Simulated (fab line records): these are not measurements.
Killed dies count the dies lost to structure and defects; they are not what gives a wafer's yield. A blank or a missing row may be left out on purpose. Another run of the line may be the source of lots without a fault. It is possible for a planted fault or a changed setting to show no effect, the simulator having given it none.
2 desks looking at one fault :: flow gf180mcu :: numbers are kept per desk, each desk with only its own; the story behind them comes last

FROM THE METROLOGY DESK
Means of the sampled wafers that have a number, per lot and without regard to the tool the lot ran on: this is what the gauges read. Marked OUT: a lot whose mean sits more than 4 standard deviations from the usual mean, which makes it out of limits; the brackets give that distance.
Columns: A = M3_OVL at GF_M3_OVL_MEAS_15, usual -3 nm; B = cd-nm at GF_V3_CD_MEAS_14, usual 260.2 nm
lot: L373
first seen here: day 21 13:37
A: -1
B: 259.8

lot: L375
first seen here: day 22 19:43
A: 3
B: 259.8

lot: L377
first seen here: day 23 09:29
A: -1
B: 259.6

lot: L379
first seen here: day 24 06:58
A: -0
B: 259.2

lot: L382
first seen here: day 25 05:19
A: 5
B: 262.1

lot: L383
first seen here: day 25 13:22
A: -9
B: 260.7

lot: L384
first seen here: day 25 18:58
A: -8
B: 259.9

lot: L386
first seen here: day 26 06:43
A: -8
B: 261.8

lot: L387
first seen here: day 26 13:55
A: -7
B: 260.3

lot: L394
first seen here: day 28 19:29
A: -5
B: 213.6 (-47) OUT

lot: L395
first seen here: day 29 07:36
A: -2
B: 260.2

lot: L396
first seen here: day 29 14:26
A: 0
B: 221.4 (-39) OUT
This desk's finding: out of limits on L394, L396; first on L394, day 29 16:13 (cd-nm at GF_V3_CD_MEAS_14). L373, L375, L377, L379, L382, L383, L384, L386, L387, L395 stayed within limits.

DESK OF THE TOOL OWNER: krf-scanner-01
The tool's own readings at GF_V3_EXPOSE_11 (exposes mask Via3, target cd 260 nm): means of the sampled wafers that have a number, for each lot that ran on this tool. Marked OUT: a lot whose mean sits more than 4 standard deviations from the usual mean, which makes it out of limits; the brackets give that distance.
Columns: A = exposure-dose-mJ-cm2 at GF_V3_EXPOSE_11, usual 38.00; B = reticle-temp-C at GF_V3_EXPOSE_11, usual 23.00 C
lot: L373
first seen here: day 22 03:33
A: 38.00
B: 22.90

lot: L377
first seen here: day 23 22:34
A: 37.98
B: 23.14

lot: L379
first seen here: day 24 19:44
A: 38.00
B: 23.09

lot: L386
first seen here: day 26 19:00
A: 37.98
B: 22.92

lot: L394
first seen here: day 29 06:50
A: 27.63 (-99 or more) OUT
B: 23.04

lot: L396
first seen here: day 30 01:36
A: 29.71 (-99 or more) OUT
B: 22.89
This desk's finding: out of limits on L394, L396; first on L394, day 29 06:50 (exposure-dose-mJ-cm2 at GF_V3_EXPOSE_11). L373, L377, L379, L386 stayed within limits.

PUT TOGETHER
The tool owner's desk had the chance to raise an alarm at day 29 06:50 on L394, L396.
On L394, L396, the metrology desk was in a position to raise an alarm at day 29 16:13.
Every lot named ran GF_V3_EXPOSE_11 on krf-scanner-01.

WHAT WAS PUT IN BY THE SIMULATOR
Process parameters drifting: krf-scanner-01 at GF_V3_EXPOSE_11, beginning at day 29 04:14. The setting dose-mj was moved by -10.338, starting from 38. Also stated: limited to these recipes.
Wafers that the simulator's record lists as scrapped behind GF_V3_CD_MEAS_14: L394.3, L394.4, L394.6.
Shown lots that were struck: L394, L396.
Fault start to first reading out of limits, in hours, per desk: tool owner, 3; metrology, 12.
